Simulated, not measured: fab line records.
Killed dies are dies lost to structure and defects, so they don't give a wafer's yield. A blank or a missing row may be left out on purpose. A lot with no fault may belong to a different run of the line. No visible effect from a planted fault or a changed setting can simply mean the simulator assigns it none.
fab line records / flow sky130
record: lots: 6 wafers: 18 last-day: 50
route steps=708 shown VIA4@648
lots that met no fault: taken from a fault-free run of the same line
start-h: start of the lot's first displayed wafer, in hours after the record's first day / wait-h: time in hours since the lot's previous step / " repeats the value in the row above / L1.1+2: several wafers, shown together as one row / - value missing, or start not given / * or withheld: withheld / < > ~ a bound
route shown NAME@n: NAME is a module with steps in the file, n the number in the route of the first one / usual: mean and standard deviation over wafers with no fault / same: alike in all rows / chamber/n: place in a boat / sites: the reading at each site / _std_site: how widely they spread, as a standard deviation / _edge_site: the outer-site mean with the inner-site mean subtracted / radius-mm: how far each site lies from the wafer's centre / mask NAME#n: copy n / behind: the last tool/chamber to shape the wafer / hold: what put the lot on hold/how long, in hours/how the hold closed / device: the n, p or np transistor that did not switch / end of line: the same wafers' tests at the end of the route / step lacking rows: just its recipe / killed: count of dies lost to structure and defects at first sort (not the wafer's yield) / map: per-die view of a wafer (x killed, . not killed, _ where there is no die)
set.NAME: the setting as run; set.NAME@STEP: as run at that earlier step / model.NAME: the simulator's own value behind a step, which no gauge read
lots seen at some steps along the route; tables by step, rows by wafer
services: from which hour (start-h, from the record's first day; less than 0 if before it) a tool's chamber was out of use, for how many hours, and why
== steps ==
step: SKY_VIA4_PEB_09
recipe: temp-c: withheld time-s: * resist: NOVOLAK
step: SKY_VIA4_DEVELOP_10
recipe: resist: NOVOLAK developer: TMAH develop-time-s: 60 dev-temp-c: 23
step: SKY_VIA4_OVL_MEAS_11
usual: VIA4_OVL: -0.6/1.3
lot.wafer=L510.1 tool=overlay-02 chamber=- start-h=1023.51 wait-h=0.1 VIA4_OVL[nm]=-1.2
lot.wafer=L510.2 tool=overlay-02 chamber=- start-h=1023.51 wait-h=0.1 VIA4_OVL[nm]=-1.4
lot.wafer=L510.5 tool=overlay-02 chamber=- start-h=1023.51 wait-h=0.1 VIA4_OVL[nm]=-0.3
lot.wafer=L517.2 tool=overlay-01 chamber=- start-h=1068.99 wait-h=0.1 VIA4_OVL[nm]=-3.0
lot.wafer=L517.3 tool=overlay-01 chamber=- start-h=1068.99 wait-h=0.1 VIA4_OVL[nm]=-3.2
lot.wafer=L517.5 tool=overlay-01 chamber=- start-h=1068.99 wait-h=0.1 VIA4_OVL[nm]=0.0
lot.wafer=L521.3 tool=overlay-01 chamber=- start-h=1090.29 wait-h=0.1 VIA4_OVL[nm]=-2.0
lot.wafer=L521.5 tool=overlay-01 chamber=- start-h=1090.29 wait-h=0.1 VIA4_OVL[nm]=-1.5
lot.wafer=L521.6 tool=overlay-01 chamber=- start-h=1090.29 wait-h=0.1 VIA4_OVL[nm]=-1.5
lot.wafer=L522.3 tool=overlay-01 chamber=- start-h=1100.65 wait-h=0.1 VIA4_OVL[nm]=1.2
lot.wafer=L522.4 tool=overlay-01 chamber=- start-h=1100.65 wait-h=0.1 VIA4_OVL[nm]=0.3
lot.wafer=L522.5 tool=overlay-01 chamber=- start-h=1100.65 wait-h=0.1 VIA4_OVL[nm]=0.7
lot.wafer=L530.1 tool=overlay-01 chamber=- start-h=1145.29 wait-h=0.1 VIA4_OVL[nm]=0.5
lot.wafer=L530.3 tool=overlay-01 chamber=- start-h=1145.29 wait-h=0.1 VIA4_OVL[nm]=0.0
lot.wafer=L530.4 tool=overlay-01 chamber=- start-h=1145.29 wait-h=0.1 VIA4_OVL[nm]=0.9
lot.wafer=L531.1 tool=overlay-01 chamber=- start-h=1146.19 wait-h=0.1 VIA4_OVL[nm]=-0.9
lot.wafer=L531.4 tool=overlay-01 chamber=- start-h=1146.19 wait-h=0.1 VIA4_OVL[nm]=-1.0
lot.wafer=L531.6 tool=overlay-01 chamber=- start-h=1146.19 wait-h=0.1 VIA4_OVL[nm]=0.1
step: SKY_VIA4_ETCH_12
recipe: target: SiO2 chemistry: C4F8/O2/Ar stop-on: TiN mask-material: NOVOLAK source-w: 1500 bias-w: 1200 pressure-mtorr: 40 c4f8-flow-sccm: withheld O2_flow_sccm: 6 Ar_flow_sccm: 300 time-s: withheld target-depth-a: 5800
usual: oes-product-au: 0.925/0.0047
lot.wafer=L510.1 tool=rie-diel-01 chamber=3 start-h=1023.54 wait-h=0.0 oes-product-au=0.926
lot.wafer=L510.2 tool=rie-diel-01 chamber=0 start-h=1023.54 wait-h=0.0 oes-product-au=0.931
lot.wafer=L510.5 tool=rie-diel-01 chamber=3 start-h=1023.54 wait-h=0.0 oes-product-au=0.931
lot.wafer=L517.2 tool=rie-diel-02 chamber=2 start-h=1069.02 wait-h=0.0 oes-product-au=0.920
lot.wafer=L517.3 tool=rie-diel-02 chamber=1 start-h=1069.02 wait-h=0.0 oes-product-au=0.922
lot.wafer=L517.5 tool=rie-diel-02 chamber=0 start-h=1069.02 wait-h=0.0 oes-product-au=0.919
lot.wafer=L521.3 tool=rie-diel-01 chamber=1 start-h=1090.32 wait-h=0.0 oes-product-au=0.923
lot.wafer=L521.5 tool=rie-diel-01 chamber=3 start-h=1090.32 wait-h=0.0 oes-product-au=0.926
lot.wafer=L521.6 tool=rie-diel-01 chamber=0 start-h=1090.32 wait-h=0.0 oes-product-au=0.920
lot.wafer=L522.3 tool=rie-diel-01 chamber=3 start-h=1100.68 wait-h=0.0 oes-product-au=0.929
lot.wafer=L522.4 tool=rie-diel-01 chamber=0 start-h=1100.68 wait-h=0.0 oes-product-au=0.926
lot.wafer=L522.5 tool=rie-diel-01 chamber=3 start-h=1100.68 wait-h=0.0 oes-product-au=0.920
lot.wafer=L530.1 tool=rie-diel-01 chamber=0 start-h=1145.33 wait-h=0.0 oes-product-au=0.925
lot.wafer=L530.3 tool=rie-diel-01 chamber=3 start-h=1145.33 wait-h=0.0 oes-product-au=0.932
lot.wafer=L530.4 tool=rie-diel-01 chamber=1 start-h=1145.33 wait-h=0.0 oes-product-au=0.930
lot.wafer=L531.1 tool=rie-diel-01 chamber=1 start-h=1146.23 wait-h=0.0 oes-product-au=0.927
lot.wafer=L531.4 tool=rie-diel-01 chamber=1 start-h=1146.23 wait-h=0.0 oes-product-au=0.933
lot.wafer=L531.6 tool=rie-diel-01 chamber=3 start-h=1146.23 wait-h=0.0 oes-product-au=0.928
step: SKY_VIA4_STRIP_13
recipe: chemistry: O2/N2 power-w: 1400 pressure-mtorr: 1500 platen-temp-c: withheld o2-flow-sccm: 3000 n2-flow-sccm: 300 overash-fraction: 0.5
usual: drypump-motor-current-A: 5.8/0.38 oes-product-au: 0.709/0.0045 strip-time-to-endpoint-s: 12.81/0.036
lot.wafer=L510.1 tool=plasma-asher-04 chamber=0 start-h=1023.61 wait-h=- drypump-motor-current-A=5.6 oes-product-au=0.705 rf-hours-counter-h=25 strip-time-to-endpoint-s=12.81
lot.wafer=L510.2 tool=plasma-asher-04 chamber=1 start-h=1023.61 wait-h=- drypump-motor-current-A=5.1 oes-product-au=0.711 rf-hours-counter-h=25 strip-time-to-endpoint-s=12.75
lot.wafer=L510.5 tool=plasma-asher-04 chamber=1 start-h=1023.61 wait-h=- drypump-motor-current-A=5.1 oes-product-au=0.707 rf-hours-counter-h=- strip-time-to-endpoint-s=12.78
lot.wafer=L517.2 tool=plasma-asher-01 chamber=1 start-h=1069.09 wait-h=- drypump-motor-current-A=5.9 oes-product-au=0.706 rf-hours-counter-h=62 strip-time-to-endpoint-s=12.82
lot.wafer=L517.3 tool=plasma-asher-01 chamber=0 start-h=1069.09 wait-h=- drypump-motor-current-A=6.2 oes-product-au=0.707 rf-hours-counter-h=- strip-time-to-endpoint-s=12.83
lot.wafer=L517.5 tool=plasma-asher-01 chamber=1 start-h=1069.09 wait-h=- drypump-motor-current-A=5.9 oes-product-au=0.712 rf-hours-counter-h=- strip-time-to-endpoint-s=12.81
lot.wafer=L521.3 tool=plasma-asher-04 chamber=1 start-h=1090.42 wait-h=- drypump-motor-current-A=5.1 oes-product-au=0.707 rf-hours-counter-h=- strip-time-to-endpoint-s=12.82
lot.wafer=L521.5 tool=plasma-asher-04 chamber=1 start-h=1090.42 wait-h=- drypump-motor-current-A=5.1 oes-product-au=0.715 rf-hours-counter-h=- strip-time-to-endpoint-s=12.79
lot.wafer=L521.6 tool=plasma-asher-04 chamber=0 start-h=1090.42 wait-h=- drypump-motor-current-A=5.6 oes-product-au=0.702 rf-hours-counter-h=- strip-time-to-endpoint-s=12.78
lot.wafer=L522.3 tool=plasma-asher-01 chamber=1 start-h=1100.78 wait-h=- drypump-motor-current-A=5.9 oes-product-au=0.715 rf-hours-counter-h=- strip-time-to-endpoint-s=12.89
lot.wafer=L522.4 tool=plasma-asher-01 chamber=0 start-h=1100.78 wait-h=- drypump-motor-current-A=6.2 oes-product-au=0.703 rf-hours-counter-h=- strip-time-to-endpoint-s=12.79
lot.wafer=L522.5 tool=plasma-asher-01 chamber=0 start-h=1100.78 wait-h=- drypump-motor-current-A=6.2 oes-product-au=0.708 rf-hours-counter-h=- strip-time-to-endpoint-s=12.86
lot.wafer=L530.1 tool=plasma-asher-01 chamber=1 start-h=1145.40 wait-h=- drypump-motor-current-A=5.9 oes-product-au=0.705 rf-hours-counter-h=70 strip-time-to-endpoint-s=12.80
lot.wafer=L530.3 tool=plasma-asher-01 chamber=0 start-h=1145.40 wait-h=- drypump-motor-current-A=6.2 oes-product-au=0.713 rf-hours-counter-h=- strip-time-to-endpoint-s=12.82
lot.wafer=L530.4 tool=plasma-asher-01 chamber=1 start-h=1145.40 wait-h=- drypump-motor-current-A=5.9 oes-product-au=0.712 rf-hours-counter-h=- strip-time-to-endpoint-s=12.78
lot.wafer=L531.1 tool=plasma-asher-02 chamber=1 start-h=1146.30 wait-h=- drypump-motor-current-A=5.7 oes-product-au=0.707 rf-hours-counter-h=7 strip-time-to-endpoint-s=12.76
lot.wafer=L531.4 tool=plasma-asher-02 chamber=0 start-h=1146.30 wait-h=- drypump-motor-current-A=6.0 oes-product-au=0.709 rf-hours-counter-h=- strip-time-to-endpoint-s=12.78
lot.wafer=L531.6 tool=plasma-asher-02 chamber=1 start-h=1146.30 wait-h=- drypump-motor-current-A=5.7 oes-product-au=0.709 rf-hours-counter-h=- strip-time-to-endpoint-s=12.82
step: SKY_VIA4_STRIP_14
recipe: chemistry: post-etch-residue-remover time-s: 1200 temp-c: 72.5
step: SKY_VIA4_CLEAN_15
recipe: chemistry: IPA time-s: 180 temp-c: 25
step: SKY_VIA4_CLEAN_16
recipe: chemistry: O3/DIW dry: n2-spin
step: SKY_VIA4_SPUTTER_17
recipe: material: TiN target-thk-nm: 20 chamber-pressure-pa: 5 power-w: 4000 time-s: 80
usual: cathode-dc-power-W: 4000.1/0.7 throttle-valve-pct: 29.9/1.3
lot.wafer=L510.1 tool=pvd-sputter-02 chamber=- start-h=1024.24 wait-h=0.0 cathode-dc-power-W=3999.5 throttle-valve-pct=29.5
lot.wafer=L510.2 tool=pvd-sputter-02 chamber=- start-h=1024.24 wait-h=0.0 cathode-dc-power-W=4000.1 throttle-valve-pct=31.0
lot.wafer=L510.5 tool=pvd-sputter-02 chamber=- start-h=1024.24 wait-h=0.0 cathode-dc-power-W=4000.6 throttle-valve-pct=31.1
lot.wafer=L517.2 tool=pvd-sputter-04 chamber=- start-h=1069.69 wait-h=0.0 cathode-dc-power-W=3999.9 throttle-valve-pct=28.4
lot.wafer=L517.3 tool=pvd-sputter-04 chamber=- start-h=1069.69 wait-h=0.0 cathode-dc-power-W=4000.9 throttle-valve-pct=29.0
lot.wafer=L517.5 tool=pvd-sputter-04 chamber=- start-h=1069.69 wait-h=0.0 cathode-dc-power-W=3999.8 throttle-valve-pct=28.4
lot.wafer=L521.3 tool=pvd-sputter-04 chamber=- start-h=1090.98 wait-h=0.0 cathode-dc-power-W=4000.1 throttle-valve-pct=31.1
lot.wafer=L521.5 tool=pvd-sputter-04 chamber=- start-h=1090.98 wait-h=0.0 cathode-dc-power-W=4000.4 throttle-valve-pct=29.1
lot.wafer=L521.6 tool=pvd-sputter-04 chamber=- start-h=1090.98 wait-h=0.0 cathode-dc-power-W=3998.5 throttle-valve-pct=31.0
lot.wafer=L522.3 tool=pvd-sputter-04 chamber=- start-h=1101.34 wait-h=0.0 cathode-dc-power-W=4000.4 throttle-valve-pct=29.0
lot.wafer=L522.4 tool=pvd-sputter-04 chamber=- start-h=1101.34 wait-h=0.0 cathode-dc-power-W=4000.4 throttle-valve-pct=28.5
lot.wafer=L522.5 tool=pvd-sputter-04 chamber=- start-h=1101.34 wait-h=0.0 cathode-dc-power-W=3999.8 throttle-valve-pct=28.8
lot.wafer=L530.1 tool=pvd-sputter-02 chamber=- start-h=1145.99 wait-h=0.0 cathode-dc-power-W=4000.8 throttle-valve-pct=29.1
lot.wafer=L530.3 tool=pvd-sputter-02 chamber=- start-h=1145.99 wait-h=0.0 cathode-dc-power-W=3999.6 throttle-valve-pct=28.9
lot.wafer=L530.4 tool=pvd-sputter-02 chamber=- start-h=1145.99 wait-h=0.0 cathode-dc-power-W=4000.1 throttle-valve-pct=29.3
lot.wafer=L531.1 tool=pvd-sputter-01 chamber=- start-h=1146.90 wait-h=0.0 cathode-dc-power-W=3999.3 throttle-valve-pct=27.8
lot.wafer=L531.4 tool=pvd-sputter-01 chamber=- start-h=1146.90 wait-h=0.0 cathode-dc-power-W=3999.3 throttle-valve-pct=31.8
lot.wafer=L531.6 tool=pvd-sputter-01 chamber=- start-h=1146.90 wait-h=0.0 cathode-dc-power-W=3999.3 throttle-valve-pct=29.9
step: SKY_VIA4_CVD_18
recipe: material: W target-thk-nm: 505 time-s: 152.14 temp-c: 400 pressure-torr: 41.07
usual: heater-power-w: 875/97
lot.wafer=L510.1 tool=cvd-w-01 chamber=1 start-h=1024.30 wait-h=0.0 heater-power-w=749
lot.wafer=L510.2 tool=cvd-w-01 chamber=0 start-h=1024.30 wait-h=0.0 heater-power-w=894
lot.wafer=L510.5 tool=cvd-w-01 chamber=1 start-h=1024.30 wait-h=0.0 heater-power-w=739
lot.wafer=L517.2 tool=cvd-w-01 chamber=1 start-h=1069.75 wait-h=0.0 heater-power-w=745
lot.wafer=L517.3 tool=cvd-w-01 chamber=0 start-h=1069.75 wait-h=0.0 heater-power-w=899
lot.wafer=L517.5 tool=cvd-w-01 chamber=1 start-h=1069.75 wait-h=0.0 heater-power-w=749
lot.wafer=L521.3 tool=cvd-w-02 chamber=0 start-h=1091.09 wait-h=0.1 heater-power-w=1030
lot.wafer=L521.5 tool=cvd-w-02 chamber=1 start-h=1091.09 wait-h=0.1 heater-power-w=901
lot.wafer=L521.6 tool=cvd-w-02 chamber=0 start-h=1091.09 wait-h=0.1 heater-power-w=1032
lot.wafer=L522.3 tool=cvd-w-02 chamber=0 start-h=1101.45 wait-h=0.1 heater-power-w=1022
lot.wafer=L522.4 tool=cvd-w-02 chamber=1 start-h=1101.45 wait-h=0.1 heater-power-w=897
lot.wafer=L522.5 tool=cvd-w-02 chamber=0 start-h=1101.45 wait-h=0.1 heater-power-w=1008
lot.wafer=L530.1 tool=cvd-w-02 chamber=0 start-h=1146.05 wait-h=0.0 heater-power-w=1020
lot.wafer=L530.3 tool=cvd-w-02 chamber=1 start-h=1146.05 wait-h=0.0 heater-power-w=885
lot.wafer=L530.4 tool=cvd-w-02 chamber=0 start-h=1146.05 wait-h=0.0 heater-power-w=1036
lot.wafer=L531.1 tool=cvd-w-01 chamber=1 start-h=1146.96 wait-h=0.0 heater-power-w=763
lot.wafer=L531.4 tool=cvd-w-01 chamber=0 start-h=1146.96 wait-h=0.0 heater-power-w=891
lot.wafer=L531.6 tool=cvd-w-01 chamber=1 start-h=1146.96 wait-h=0.0 heater-power-w=765
step: SKY_VIA4_RS_MEAS_19
recipe: thk-meas-gauge: four-point-probe reads: W_of_VIA4_CVD_18+TiN_of_VIA4_SPUTTER_17
usual: VIA4_W_RS: 0.219/0.0048
lot.wafer=L510.1 tool=film-metro-01 chamber=- start-h=1024.45 wait-h=0.1 VIA4_W_RS[ohm/sq]=0.214
lot.wafer=L510.2 tool=film-metro-01 chamber=- start-h=1024.45 wait-h=0.1 VIA4_W_RS[ohm/sq]=0.223
lot.wafer=L510.5 tool=film-metro-01 chamber=- start-h=1024.45 wait-h=0.1 VIA4_W_RS[ohm/sq]=0.214
lot.wafer=L517.2 tool=film-metro-04 chamber=- start-h=1069.92 wait-h=0.1 VIA4_W_RS[ohm/sq]=0.214
lot.wafer=L517.3 tool=film-metro-04 chamber=- start-h=1069.92 wait-h=0.1 VIA4_W_RS[ohm/sq]=0.226
lot.wafer=L517.5 tool=film-metro-04 chamber=- start-h=1069.92 wait-h=0.1 VIA4_W_RS[ohm/sq]=0.214
lot.wafer=L521.3 tool=film-metro-01 chamber=- start-h=1091.23 wait-h=0.1 VIA4_W_RS[ohm/sq]=0.218
lot.wafer=L521.5 tool=film-metro-01 chamber=- start-h=1091.23 wait-h=0.1 VIA4_W_RS[ohm/sq]=0.216
lot.wafer=L521.6 tool=film-metro-01 chamber=- start-h=1091.23 wait-h=0.1 VIA4_W_RS[ohm/sq]=0.219
lot.wafer=L522.3 tool=film-metro-03 chamber=- start-h=1101.60 wait-h=0.1 VIA4_W_RS[ohm/sq]=0.223
lot.wafer=L522.4 tool=film-metro-03 chamber=- start-h=1101.60 wait-h=0.1 VIA4_W_RS[ohm/sq]=0.223
lot.wafer=L522.5 tool=film-metro-03 chamber=- start-h=1101.60 wait-h=0.1 VIA4_W_RS[ohm/sq]=0.224
lot.wafer=L530.1 tool=film-metro-04 chamber=- start-h=1146.21 wait-h=0.1 VIA4_W_RS[ohm/sq]=0.223
lot.wafer=L530.3 tool=film-metro-04 chamber=- start-h=1146.21 wait-h=0.1 VIA4_W_RS[ohm/sq]=0.223
lot.wafer=L530.4 tool=film-metro-04 chamber=- start-h=1146.21 wait-h=0.1 VIA4_W_RS[ohm/sq]=0.225
lot.wafer=L531.1 tool=film-metro-03 chamber=- start-h=1147.11 wait-h=0.1 VIA4_W_RS[ohm/sq]=0.216
lot.wafer=L531.4 tool=film-metro-03 chamber=- start-h=1147.11 wait-h=0.1 VIA4_W_RS[ohm/sq]=0.224
lot.wafer=L531.6 tool=film-metro-03 chamber=- start-h=1147.11 wait-h=0.1 VIA4_W_RS[ohm/sq]=0.217
step: SKY_VIA4_THK_MEAS_20
recipe: thk-meas-gauge: xrf reads: W_of_VIA4_CVD_18
usual: VIA4_W_THK: 528/13
lot.wafer=L510.1 tool=film-metro-01 chamber=- start-h=1024.57 wait-h=0.1 VIA4_W_THK[nm]=539
lot.wafer=L510.2 tool=film-metro-01 chamber=- start-h=1024.57 wait-h=0.1 VIA4_W_THK[nm]=520
lot.wafer=L510.5 tool=film-metro-01 chamber=- start-h=1024.57 wait-h=0.1 VIA4_W_THK[nm]=541
lot.wafer=L517.2 tool=film-metro-04 chamber=- start-h=1070.03 wait-h=0.1 VIA4_W_THK[nm]=540
lot.wafer=L517.3 tool=film-metro-04 chamber=- start-h=1070.03 wait-h=0.1 VIA4_W_THK[nm]=512
lot.wafer=L517.5 tool=film-metro-04 chamber=- start-h=1070.03 wait-h=0.1 VIA4_W_THK[nm]=541
lot.wafer=L521.3 tool=film-metro-01 chamber=- start-h=1091.33 wait-h=0.1 VIA4_W_THK[nm]=534
lot.wafer=L521.5 tool=film-metro-01 chamber=- start-h=1091.33 wait-h=0.1 VIA4_W_THK[nm]=535
lot.wafer=L521.6 tool=film-metro-01 chamber=- start-h=1091.33 wait-h=0.1 VIA4_W_THK[nm]=532
lot.wafer=L522.3 tool=film-metro-03 chamber=- start-h=1101.70 wait-h=0.1 VIA4_W_THK[nm]=516
lot.wafer=L522.4 tool=film-metro-03 chamber=- start-h=1101.70 wait-h=0.1 VIA4_W_THK[nm]=517
lot.wafer=L522.5 tool=film-metro-03 chamber=- start-h=1101.70 wait-h=0.1 VIA4_W_THK[nm]=514
lot.wafer=L530.1 tool=film-metro-04 chamber=- start-h=1146.33 wait-h=0.1 VIA4_W_THK[nm]=512
lot.wafer=L530.3 tool=film-metro-04 chamber=- start-h=1146.33 wait-h=0.1 VIA4_W_THK[nm]=513
lot.wafer=L530.4 tool=film-metro-04 chamber=- start-h=1146.33 wait-h=0.1 VIA4_W_THK[nm]=509
lot.wafer=L531.1 tool=film-metro-03 chamber=- start-h=1147.23 wait-h=0.1 VIA4_W_THK[nm]=529
lot.wafer=L531.4 tool=film-metro-03 chamber=- start-h=1147.23 wait-h=0.1 VIA4_W_THK[nm]=511
lot.wafer=L531.6 tool=film-metro-03 chamber=- start-h=1147.23 wait-h=0.1 VIA4_W_THK[nm]=525
step: SKY_VIA4_CMP_21
recipe: stop-on: SiO2 t-overpolish-s: 25 down-force-psi: 3.5 platen-rpm: 60 target-thk-nm: 0 pad-velocity-m-s: 0.94248
usual: edge-zone-pressure-frac: 1.001/0.0047 head-pressure-psi: 3.500/0.0079 motor-current-A: 10.5/0.77 overpolish-run-s: 25.000/0.0093 time-to-endpoint-s: 125/6.1
lot.wafer=L510.2 tool=cmp-02 chamber=3 start-h=1024.68 wait-h=0.1 edge-zone-pressure-frac=0.995 head-pressure-psi=3.515 motor-current-A=9.8 overpolish-run-s=24.993 time-to-endpoint-s=128 model.W_of_VIA4_CVD_18.thk-nm=0 model.SiO2_of_VIA4_HDPCVD_00.thk-nm=577.8
lot.wafer=L510.1 tool=cmp-02 chamber=0 start-h=1024.68 wait-h=0.1 edge-zone-pressure-frac=1.003 head-pressure-psi=3.499 motor-current-A=11.4 overpolish-run-s=25.001 time-to-endpoint-s=128 model.W_of_VIA4_CVD_18.thk-nm=0 model.SiO2_of_VIA4_HDPCVD_00.thk-nm=576.3
lot.wafer=L510.5 tool=cmp-02 chamber=3 start-h=1024.68 wait-h=0.1 edge-zone-pressure-frac=1.003 head-pressure-psi=3.508 motor-current-A=9.7 overpolish-run-s=24.987 time-to-endpoint-s=134 model.W_of_VIA4_CVD_18.thk-nm=0 model.SiO2_of_VIA4_HDPCVD_00.thk-nm=575.2
lot.wafer=L517.3 tool=cmp-01 chamber=1 start-h=1070.26 wait-h=0.2 edge-zone-pressure-frac=0.996 head-pressure-psi=3.484 motor-current-A=10.7 overpolish-run-s=24.999 time-to-endpoint-s=127 model.W_of_VIA4_CVD_18.thk-nm=0 model.SiO2_of_VIA4_HDPCVD_00.thk-nm=574.8
lot.wafer=L517.2 tool=cmp-01 chamber=3 start-h=1070.26 wait-h=0.2 edge-zone-pressure-frac=0.997 head-pressure-psi=3.505 motor-current-A=9.9 overpolish-run-s=25.012 time-to-endpoint-s=133 model.W_of_VIA4_CVD_18.thk-nm=0 model.SiO2_of_VIA4_HDPCVD_00.thk-nm=571.5
lot.wafer=L517.5 tool=cmp-01 chamber=1 start-h=1070.26 wait-h=0.2 edge-zone-pressure-frac=0.998 head-pressure-psi=3.492 motor-current-A=11.0 overpolish-run-s=25.003 time-to-endpoint-s=131 model.W_of_VIA4_CVD_18.thk-nm=0 model.SiO2_of_VIA4_HDPCVD_00.thk-nm=574.6
lot.wafer=L521.3 tool=cmp-01 chamber=2 start-h=1091.67 wait-h=0.3 edge-zone-pressure-frac=- head-pressure-psi=- motor-current-A=- overpolish-run-s=- time-to-endpoint-s=- model.W_of_VIA4_CVD_18.thk-nm=523.3 model.SiO2_of_VIA4_HDPCVD_00.thk-nm=578.7
lot.wafer=L521.6 tool=cmp-01 chamber=2 start-h=1091.67 wait-h=0.3 edge-zone-pressure-frac=- head-pressure-psi=- motor-current-A=- overpolish-run-s=- time-to-endpoint-s=- model.W_of_VIA4_CVD_18.thk-nm=519.7 model.SiO2_of_VIA4_HDPCVD_00.thk-nm=577.3
lot.wafer=L521.5 tool=cmp-01 chamber=3 start-h=1091.67 wait-h=0.3 edge-zone-pressure-frac=- head-pressure-psi=- motor-current-A=- overpolish-run-s=- time-to-endpoint-s=- model.W_of_VIA4_CVD_18.thk-nm=526.7 model.SiO2_of_VIA4_HDPCVD_00.thk-nm=578.9
lot.wafer=L522.3 tool=cmp-02 chamber=1 start-h=1101.79 wait-h=0.1 edge-zone-pressure-frac=- head-pressure-psi=- motor-current-A=- overpolish-run-s=- time-to-endpoint-s=- model.W_of_VIA4_CVD_18.thk-nm=511.8 model.SiO2_of_VIA4_HDPCVD_00.thk-nm=578.7
lot.wafer=L522.4 tool=cmp-02 chamber=3 start-h=1101.79 wait-h=0.1 edge-zone-pressure-frac=- head-pressure-psi=- motor-current-A=- overpolish-run-s=- time-to-endpoint-s=- model.W_of_VIA4_CVD_18.thk-nm=513.6 model.SiO2_of_VIA4_HDPCVD_00.thk-nm=580
lot.wafer=L522.5 tool=cmp-02 chamber=0 start-h=1101.79 wait-h=0.1 edge-zone-pressure-frac=- head-pressure-psi=- motor-current-A=- overpolish-run-s=- time-to-endpoint-s=- model.W_of_VIA4_CVD_18.thk-nm=510.6 model.SiO2_of_VIA4_HDPCVD_00.thk-nm=580
lot.wafer=L530.1 tool=cmp-02 chamber=2 start-h=1146.39 wait-h=0.1 edge-zone-pressure-frac=1.009 head-pressure-psi=3.496 motor-current-A=10.0 overpolish-run-s=25.005 time-to-endpoint-s=124 model.W_of_VIA4_CVD_18.thk-nm=0 model.SiO2_of_VIA4_HDPCVD_00.thk-nm=575.4
lot.wafer=L530.4 tool=cmp-02 chamber=0 start-h=1146.39 wait-h=0.1 edge-zone-pressure-frac=1.001 head-pressure-psi=3.511 motor-current-A=11.6 overpolish-run-s=25.009 time-to-endpoint-s=119 model.W_of_VIA4_CVD_18.thk-nm=0 model.SiO2_of_VIA4_HDPCVD_00.thk-nm=573.8
lot.wafer=L530.3 tool=cmp-02 chamber=1 start-h=1146.39 wait-h=0.1 edge-zone-pressure-frac=0.999 head-pressure-psi=3.494 motor-current-A=10.5 overpolish-run-s=25.001 time-to-endpoint-s=129 model.W_of_VIA4_CVD_18.thk-nm=0 model.SiO2_of_VIA4_HDPCVD_00.thk-nm=575.7
lot.wafer=L531.1 tool=cmp-02 chamber=1 start-h=1147.31 wait-h=0.1 edge-zone-pressure-frac=0.992 head-pressure-psi=3.505 motor-current-A=11.2 overpolish-run-s=24.987 time-to-endpoint-s=132 model.W_of_VIA4_CVD_18.thk-nm=0 model.SiO2_of_VIA4_HDPCVD_00.thk-nm=572.2
lot.wafer=L531.4 tool=cmp-02 chamber=3 start-h=1147.31 wait-h=0.1 edge-zone-pressure-frac=1.008 head-pressure-psi=3.497 motor-current-A=10.0 overpolish-run-s=25.001 time-to-endpoint-s=123 model.W_of_VIA4_CVD_18.thk-nm=0 model.SiO2_of_VIA4_HDPCVD_00.thk-nm=574.6
lot.wafer=L531.6 tool=cmp-02 chamber=2 start-h=1147.31 wait-h=0.1 edge-zone-pressure-frac=1.007 head-pressure-psi=3.507 motor-current-A=9.6 overpolish-run-s=25.001 time-to-endpoint-s=127 model.W_of_VIA4_CVD_18.thk-nm=0 model.SiO2_of_VIA4_HDPCVD_00.thk-nm=573.1
== services ==
tool=cvd-w-02 chamber=- start-h=999.65 hours=14.6 kind=pm
tool=pvd-sputter-02 chamber=- start-h=999.87 hours=5.3 kind=repair
tool=plasma-asher-04 chamber=- start-h=1005.88 hours=1.0 kind=repair
tool=pvd-sputter-04 chamber=- start-h=1008.71 hours=3.7 kind=repair
tool=plasma-asher-02 chamber=- start-h=1017.07 hours=4.1 kind=repair
tool=rie-diel-02 chamber=3 start-h=1022.15 hours=41.1 kind=repair
tool=cmp-01 chamber=- start-h=1024.50 hours=0.7 kind=repair
tool=cmp-02 chamber=- start-h=1028.38 hours=52.1 kind=repair
tool=pvd-sputter-04 chamber=- start-h=1033.20 hours=4.8 kind=repair
tool=plasma-asher-04 chamber=- start-h=1033.91 hours=2.8 kind=pm
tool=cmp-01 chamber=- start-h=1043.43 hours=3.4 kind=repair
tool=plasma-asher-02 chamber=- start-h=1055.25 hours=9.0 kind=pm
tool=rie-diel-02 chamber=1 start-h=1058.58 hours=5.4 kind=repair
tool=cvd-w-01 chamber=- start-h=1063.37 hours=3.0 kind=repair
tool=rie-diel-01 chamber=1 start-h=1073.28 hours=1.2 kind=repair
tool=cmp-02 chamber=- start-h=1080.50 hours=8.9 kind=pm
tool=cmp-02 chamber=- start-h=1089.42 hours=4.0 kind=pm
tool=cmp-01 chamber=- start-h=1093.57 hours=5.2 kind=pm
tool=plasma-asher-04 chamber=- start-h=1096.74 hours=5.2 kind=repair
tool=rie-diel-01 chamber=2 start-h=1121.69 hours=27.5 kind=repair
tool=rie-diel-01 chamber=3 start-h=1124.03 hours=6.2 kind=repair
tool=plasma-asher-01 chamber=- start-h=1134.65 hours=2.8 kind=pm
tool=cmp-01 chamber=- start-h=1134.70 hours=0.9 kind=repair
tool=cmp-01 chamber=- start-h=1144.99 hours=4.0 kind=pm
== key ==
first-sign: step: SKY_VIA4_CMP_21 reading: tool-record direction: missing
effect none on later readings
model-effect: step: SKY_VIA4_CMP_21 value: W_of_VIA4_CVD_18.thk-nm without: 0 struck: 517.6
met-at SKY_VIA4_CMP_21
struck-wafers L521.3,L521.5,L521.6,L522.3,L522.4,L522.5
later-rows-left-out L521.3,L521.5,L521.6,L522.3,L522.4,L522.5
sort-left-out L521.3,L521.5,L521.6,L522.3,L522.4,L522.5
onset-between 1070.26 1091.67
fault: kind: skipped-step-whole tool: cmp-01,cmp-02 chamber: - onset-h: 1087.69 steps: SKY_VIA4_CMP_21 scope: struck-lots-only
sort-left-out: the simulated sort isn't trusted on such a fault, so these wafers' sort isn't shown, and their yield isn't known
later-rows-left-out: the simulator's readings of these wafers behind a module that went badly wrong aren't trusted and aren't shown, but for the sort
